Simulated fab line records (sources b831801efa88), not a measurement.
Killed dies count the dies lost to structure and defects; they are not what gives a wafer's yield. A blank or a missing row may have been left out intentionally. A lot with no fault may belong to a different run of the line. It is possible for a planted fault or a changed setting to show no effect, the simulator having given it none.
Which of the tools did it? / flow gf180mcu / 37 wafers from 13 lots sampled at 4 of the route's 602 steps

## WHAT THE GAUGES SHOWED, per wafer
GF_M1_RS_MEAS_05: measures by four-point-probe.
lot=L475; measured=day 16 05:53; on=filmMetro-04; M1_ALCU_RS (ohm/sq)=0.0702 0.0696
lot=L476; measured=day 16 14:35; on=filmMetro-04; M1_ALCU_RS (ohm/sq)=0.0701 0.0702 0.0704
lot=L477; measured=day 17 01:55; on=filmMetro-04; M1_ALCU_RS (ohm/sq)=0.0684 0.0692 0.0696
lot=L479; measured=day 17 14:52; on=filmMetro-04; M1_ALCU_RS (ohm/sq)=0.0696 0.0698 0.0696
lot=L483; measured=day 19 02:56; on=filmMetro-01; M1_ALCU_RS (ohm/sq)=0.0700 0.0680 0.0696
lot=L482; measured=day 19 03:02; on=filmMetro-04; M1_ALCU_RS (ohm/sq)=0.0710 0.0709 0.0714
lot=L485; measured=day 20 00:20; on=filmMetro-04; M1_ALCU_RS (ohm/sq)=0.0710 0.0718 0.0709
lot=L486; measured=day 20 11:43; on=filmMetro-01; M1_ALCU_RS (ohm/sq)=0.0708 0.0699 0.0686
lot=L487; measured=day 20 17:25; on=filmMetro-04; M1_ALCU_RS (ohm/sq)=0.0703 0.0701 0.0682
lot=L488; measured=day 20 22:05; on=filmMetro-04; M1_ALCU_RS (ohm/sq)=0.0703 0.0706 0.0707
lot=L489; measured=day 21 08:56; on=filmMetro-04; M1_ALCU_RS (ohm/sq)=0.0692 0.0690 0.0680
lot=L495; measured=day 23 08:55; on=filmMetro-01; M1_ALCU_RS (ohm/sq)=0.0706 0.0695
lot=L498; measured=day 24 05:31; on=filmMetro-01; M1_ALCU_RS (ohm/sq)=0.0708 0.0711 0.0715

GF_V2_RS_MEAS_24: measures by four-point-probe.
lot=L475; measured=day 20 07:53; on=filmMetro-03; V2_W_RS (ohm/sq)=0.323 0.326
lot=L476; measured=day 20 16:43; on=filmMetro-02; V2_W_RS (ohm/sq)=0.328 0.323 0.325
lot=L477; measured=day 21 04:47; on=filmMetro-03; V2_W_RS (ohm/sq)=0.315 0.322 0.322
lot=L479; measured=day 21 19:17; on=filmMetro-03; V2_W_RS (ohm/sq)=0.329 0.326 0.328
lot=L483; measured=day 23 07:21; on=filmMetro-03; V2_W_RS (ohm/sq)=0.329 0.320 0.315
lot=L482; measured=day 23 08:35; on=filmMetro-03; V2_W_RS (ohm/sq)=0.319 0.324 0.333
lot=L485; measured=day 24 03:44; on=filmMetro-01; V2_W_RS (ohm/sq)=0.323 0.322 0.325
lot=L486; measured=day 24 15:15; on=filmMetro-02; V2_W_RS (ohm/sq)=0.317 0.327 0.326
lot=L487; measured=day 24 20:23; on=filmMetro-03; V2_W_RS (ohm/sq)=0.318 0.330 0.333
lot=L488; measured=day 25 01:02; on=filmMetro-01; V2_W_RS (ohm/sq)=0.328 0.332 0.325
lot=L489; measured=day 25 09:54; on=filmMetro-01; V2_W_RS (ohm/sq)=0.317 0.316 0.313
lot=L495; measured=day 27 03:56; on=filmMetro-03; V2_W_RS (ohm/sq)=0.315 0.317
lot=L498; measured=day 27 23:34; on=filmMetro-02; V2_W_RS (ohm/sq)=0.322 0.307 0.325

## WHICH TOOL RAN EACH LOT (tool, then ch and the chambers of the sampled wafers, then the start)
lot=L475; GF_HV_LDD_ETCHBACK_58=rieDiel-03 ch 0,3, day 12 15:16; GF_M1_METAL_ETCH_16=rieMetal-01 ch 1, day 17 04:19
lot=L476; GF_HV_LDD_ETCHBACK_58=rieDiel-02 ch 1,2,3, day 12 21:14; GF_M1_METAL_ETCH_16=rieMetal-03 ch 1, day 17 12:25
lot=L477; GF_HV_LDD_ETCHBACK_58=rieDiel-02 ch 0,1,3, day 13 07:22; GF_M1_METAL_ETCH_16=rieMetal-01 ch 0,1, day 18 00:07
lot=L479; GF_HV_LDD_ETCHBACK_58=rieDiel-04 ch 0,2,3, day 13 20:59; GF_M1_METAL_ETCH_16=rieMetal-03 ch 0,1, day 18 13:40
lot=L483; GF_HV_LDD_ETCHBACK_58=rieDiel-03 ch 1,2, day 15 04:42; GF_M1_METAL_ETCH_16=rieMetal-02 ch 0,1, day 20 02:35
lot=L482; GF_HV_LDD_ETCHBACK_58=rieDiel-02 ch 1,2, day 15 05:08; GF_M1_METAL_ETCH_16=rieMetal-03 ch 0, day 20 03:10
lot=L485; GF_HV_LDD_ETCHBACK_58=rieDiel-04 ch 1,2,3, day 15 23:23; GF_M1_METAL_ETCH_16=rieMetal-01 ch 0,1, day 21 00:35
lot=L486; GF_HV_LDD_ETCHBACK_58=rieDiel-03 ch 0,2, day 16 09:07; GF_M1_METAL_ETCH_16=rieMetal-03 ch 0, day 21 11:58
lot=L487; GF_HV_LDD_ETCHBACK_58=rieDiel-03 ch 0,3, day 16 15:54; GF_M1_METAL_ETCH_16=rieMetal-02 ch 0, day 21 17:43
lot=L488; GF_HV_LDD_ETCHBACK_58=rieDiel-03 ch 0,1,3, day 16 21:25; GF_M1_METAL_ETCH_16=rieMetal-03 ch 0, day 21 21:43
lot=L489; GF_HV_LDD_ETCHBACK_58=rieDiel-03 ch 0,1,2, day 17 05:53; GF_M1_METAL_ETCH_16=rieMetal-02 ch 0,1, day 22 08:17
lot=L495; GF_HV_LDD_ETCHBACK_58=rieDiel-02 ch 0,1, day 19 04:59; GF_M1_METAL_ETCH_16=rieMetal-03 ch 0,1, day 24 07:19
lot=L498; GF_HV_LDD_ETCHBACK_58=rieDiel-02 ch 0,1,2, day 20 03:42; GF_M1_METAL_ETCH_16=rieMetal-03 ch 0,1, day 25 04:25
- GF_HV_LDD_ETCHBACK_58: etches Si3N4 in CH3F/O2, stops on SiO2, time 100 s, target depth 90 nm.
- GF_M1_METAL_ETCH_16: etches the open film in Cl2/BCl3, stops on SiO2, target depth 750.8 nm, time 125.1 s.

## WHAT THE TOOLS THEMSELVES READ (means of the sampled wafers that have a number; where no wafer has one, the mark that the record gives instead)
GF_HV_LDD_ETCHBACK_58.
lot=L475; tool=rieDiel-03; O2_flow_sccm (sccm)=29.91; ch3fFlowSccm (sccm)=39.94; chamberPressureMTorr (mTorr)=25.006; drypumpMotorCurrentA (A)=5.8; oesProductAu (a.u.)=0.849; runLengthS (s)=128.8; throttleValvePct (%)=10.563
lot=L476; tool=rieDiel-02; O2_flow_sccm (sccm)=29.92; ch3fFlowSccm (sccm)=39.89; chamberPressureMTorr (mTorr)=25.006; drypumpMotorCurrentA (A)=5.9; oesProductAu (a.u.)=0.838; runLengthS (s)=128.1; throttleValvePct (%)=10.561
lot=L477; tool=rieDiel-02; O2_flow_sccm (sccm)=29.99; ch3fFlowSccm (sccm)=39.89; chamberPressureMTorr (mTorr)=24.997; drypumpMotorCurrentA (A)=5.8; oesProductAu (a.u.)=0.849; runLengthS (s)=128.3; throttleValvePct (%)=10.560
lot=L479; tool=rieDiel-04; O2_flow_sccm (sccm)=30.07; ch3fFlowSccm (sccm)=40.00; chamberPressureMTorr (mTorr)=24.998; drypumpMotorCurrentA (A)=6.0; oesProductAu (a.u.)=0.842; runLengthS (s)=128.1; throttleValvePct (%)=10.558
lot=L483; tool=rieDiel-03; O2_flow_sccm (sccm)=30.21; ch3fFlowSccm (sccm)=40.00; chamberPressureMTorr (mTorr)=24.997; drypumpMotorCurrentA (A)=5.2; oesProductAu (a.u.)=0.837; runLengthS (s)=128.3; throttleValvePct (%)=10.554
lot=L482; tool=rieDiel-02; O2_flow_sccm (sccm)=30.00; ch3fFlowSccm (sccm)=40.09; chamberPressureMTorr (mTorr)=25.014; drypumpMotorCurrentA (A)=5.9; oesProductAu (a.u.)=0.840; runLengthS (s)=128.1; throttleValvePct (%)=10.555
lot=L485; tool=rieDiel-04; O2_flow_sccm (sccm)=30.05; ch3fFlowSccm (sccm)=39.95; chamberPressureMTorr (mTorr)=24.984; drypumpMotorCurrentA (A)=6.2; oesProductAu (a.u.)=0.837; runLengthS (s)=128.1; throttleValvePct (%)=10.554
lot=L486; tool=rieDiel-03; O2_flow_sccm (sccm)=30.05; ch3fFlowSccm (sccm)=39.82; chamberPressureMTorr (mTorr)=25.008; drypumpMotorCurrentA (A)=5.4; oesProductAu (a.u.)=0.836; runLengthS (s)=128.8; throttleValvePct (%)=10.560
lot=L487; tool=rieDiel-03; O2_flow_sccm (sccm)=30.01; ch3fFlowSccm (sccm)=40.13; chamberPressureMTorr (mTorr)=24.999; drypumpMotorCurrentA (A)=5.7; oesProductAu (a.u.)=0.844; runLengthS (s)=128.8; throttleValvePct (%)=10.566
lot=L488; tool=rieDiel-03; O2_flow_sccm (sccm)=29.93; ch3fFlowSccm (sccm)=40.07; chamberPressureMTorr (mTorr)=24.983; drypumpMotorCurrentA (A)=5.7; oesProductAu (a.u.)=0.746; runLengthS (s)=152.6; throttleValvePct (%)=10.550
lot=L489; tool=rieDiel-03; O2_flow_sccm (sccm)=30.00; ch3fFlowSccm (sccm)=40.12; chamberPressureMTorr (mTorr)=25.007; drypumpMotorCurrentA (A)=5.4; oesProductAu (a.u.)=0.749; runLengthS (s)=152.6; throttleValvePct (%)=10.554
lot=L495; tool=rieDiel-02; O2_flow_sccm (sccm)=29.99; ch3fFlowSccm (sccm)=39.98; chamberPressureMTorr (mTorr)=25.002; drypumpMotorCurrentA (A)=5.7; oesProductAu (a.u.)=0.839; runLengthS (s)=128.0; throttleValvePct (%)=10.566
lot=L498; tool=rieDiel-02; O2_flow_sccm (sccm)=30.08; ch3fFlowSccm (sccm)=40.01; chamberPressureMTorr (mTorr)=25.007; drypumpMotorCurrentA (A)=5.8; oesProductAu (a.u.)=0.835; runLengthS (s)=128.1; throttleValvePct (%)=10.553

GF_M1_METAL_ETCH_16.
lot=L475; tool=rieMetal-01; chamberPressureMTorr (mTorr)=8.003; drypumpMotorCurrentA (A)=6.5; heBacksideLeakSccm (sccm)=3.10; oesProductAu (a.u.)=0.993; throttleValvePct (%)=28.211
lot=L476; tool=rieMetal-03; chamberPressureMTorr (mTorr)=8.000; drypumpMotorCurrentA (A)=5.4; heBacksideLeakSccm (sccm)=3.03; oesProductAu (a.u.)=0.985; throttleValvePct (%)=28.230
lot=L477; tool=rieMetal-01; chamberPressureMTorr (mTorr)=7.998; drypumpMotorCurrentA (A)=5.7; heBacksideLeakSccm (sccm)=3.21; oesProductAu (a.u.)=0.990; throttleValvePct (%)=28.239
lot=L479; tool=rieMetal-03; chamberPressureMTorr (mTorr)=8.006; drypumpMotorCurrentA (A)=5.6; heBacksideLeakSccm (sccm)=3.24; oesProductAu (a.u.)=0.977; throttleValvePct (%)=28.235
lot=L483; tool=rieMetal-02; chamberPressureMTorr (mTorr)=7.999; drypumpMotorCurrentA (A)=5.9; heBacksideLeakSccm (sccm)=3.22; oesProductAu (a.u.)=0.994; throttleValvePct (%)=28.227
lot=L482; tool=rieMetal-03; chamberPressureMTorr (mTorr)=8.004; drypumpMotorCurrentA (A)=5.7; heBacksideLeakSccm (sccm)=3.23; oesProductAu (a.u.)=0.971; throttleValvePct (%)=28.248
lot=L485; tool=rieMetal-01; chamberPressureMTorr (mTorr)=7.998; drypumpMotorCurrentA (A)=5.8; heBacksideLeakSccm (sccm)=3.41; oesProductAu (a.u.)=0.983; throttleValvePct (%)=28.245
lot=L486; tool=rieMetal-03; chamberPressureMTorr (mTorr)=7.993; drypumpMotorCurrentA (A)=5.7; heBacksideLeakSccm (sccm)=3.22; oesProductAu (a.u.)=0.979; throttleValvePct (%)=28.238
lot=L487; tool=rieMetal-02; chamberPressureMTorr (mTorr)=8.001; drypumpMotorCurrentA (A)=6.2; heBacksideLeakSccm (sccm)=2.88; oesProductAu (a.u.)=0.992; throttleValvePct (%)=28.227
lot=L488; tool=rieMetal-03; chamberPressureMTorr (mTorr)=7.998; drypumpMotorCurrentA (A)=5.7; heBacksideLeakSccm (sccm)=3.24; oesProductAu (a.u.)=0.977; throttleValvePct (%)=28.239
lot=L489; tool=rieMetal-02; chamberPressureMTorr (mTorr)=8.007; drypumpMotorCurrentA (A)=5.9; heBacksideLeakSccm (sccm)=3.32; oesProductAu (a.u.)=0.988; throttleValvePct (%)=28.227
lot=L495; tool=rieMetal-03; chamberPressureMTorr (mTorr)=7.996; drypumpMotorCurrentA (A)=5.6; heBacksideLeakSccm (sccm)=3.16; oesProductAu (a.u.)=0.974; throttleValvePct (%)=28.229
lot=L498; tool=rieMetal-03; chamberPressureMTorr (mTorr)=8.003; drypumpMotorCurrentA (A)=5.6; heBacksideLeakSccm (sccm)=3.21; oesProductAu (a.u.)=0.978; throttleValvePct (%)=28.231

## THE ANSWER, worked out from the rows above alone
Rule: usual is defined by the lots themselves. Put in order of their means at a reading, lots are off if they are a third of the lots or fewer, leave a main group of 4 or more, and stand apart from it by a gap of 3 or more times the standard deviation of the main group's means; of several such gaps the widest counts. A main group whose means are all the same, to the digits that the tables above print for the reading, isn't used. A lot without any number at a reading at which 4 lots or more have one is off too. Any other lot the step has rows for is counted as sound. Order of review: gauges by route order, followed by the tools' own readings, for which a lot's mean as printed above is used. The first step at which some lot is off is used, and at that step the reading that is off furthest; a lot without a number counts as furthest.
Off at GF_HV_LDD_ETCHBACK_58 (runLengthS): L488, L489. The main group: mean 128.3 s, standard deviation 0.31.
If a tool, at that step or one of the process steps before it, ran each lot that is off and ran no sound lot following the first of them, it fits. One fits: rieDiel-03 at GF_HV_LDD_ETCHBACK_58. A fault onset in the window from L487 (day 16 15:54, its last sound lot) to L488 (day 16 21:25, its first lot off) fits.
The tool's own readings at GF_HV_LDD_ETCHBACK_58 bear it out: on the lots that are off they differ by more than 5 times the standard deviation of the sound lots' means. oesProductAu reads 0.748 a.u. there against 0.841 a.u. on the sound lots; runLengthS reads 152.6 s there against 128.3 s on the sound lots.

## WHAT THE SIMULATOR HAD INSERTED
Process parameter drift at GF_HV_LDD_ETCHBACK_58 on rieDiel-03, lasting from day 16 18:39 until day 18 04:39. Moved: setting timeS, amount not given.
Lots struck among those shown: L488, L489. This agrees with what the rule above found.
